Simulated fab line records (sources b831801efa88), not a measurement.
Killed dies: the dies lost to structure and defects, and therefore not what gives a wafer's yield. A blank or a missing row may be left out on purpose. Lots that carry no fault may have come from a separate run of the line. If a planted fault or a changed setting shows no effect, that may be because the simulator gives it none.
Which tool is to blame? ; flow gf180mcu ; 7 lots, 21 wafers sampled, at 1 step of a route of 602

## WHAT THE GAUGES SHOWED, per wafer
GF_DNWELL_TW_MEAS_09.
lot;measured;on;DNWELL_TW
L391;day 2 23:18;filmMetro-03;1332 1336 1335
L394;day 3 17:25;filmMetro-02;1338 1345 1347
L404;day 5 23:36;filmMetro-03;1333 1338 1331
L406;day 6 10:20;filmMetro-02;1359 1358 1359
L409;day 7 02:21;filmMetro-02;1355 1352 1350
L411;day 7 09:11;filmMetro-02;1345 1352 1348
L413;day 8 01:28;filmMetro-02;1346 1341 1342

## WHAT TOOL EACH LOT RAN ON (gives the tool, then ch and the chambers of the sampled wafers, and finally the start)
Before these readings, the record contains no process step.

## THE ANSWER, worked out from the rows above alone
Rule: the usual values come from the lots themselves. The widest of any qualifying gaps counts: lots, ordered by their means at a reading, are off when they make up no more than a third of the lots, leave a main group of 4 or more, and stand apart from it by 3 or more times the standard deviation of that group's means. A main group whose means are all the same, to the digits that the tables above print for the reading, isn't used. Also off: a lot with no number at a reading for which 4 or more lots have one. The other lots that the step has rows for count as sound.
No lot is off at any reading shown: from this, nothing can be told.

## WHAT HAD BEEN PUT IN BY THE SIMULATOR
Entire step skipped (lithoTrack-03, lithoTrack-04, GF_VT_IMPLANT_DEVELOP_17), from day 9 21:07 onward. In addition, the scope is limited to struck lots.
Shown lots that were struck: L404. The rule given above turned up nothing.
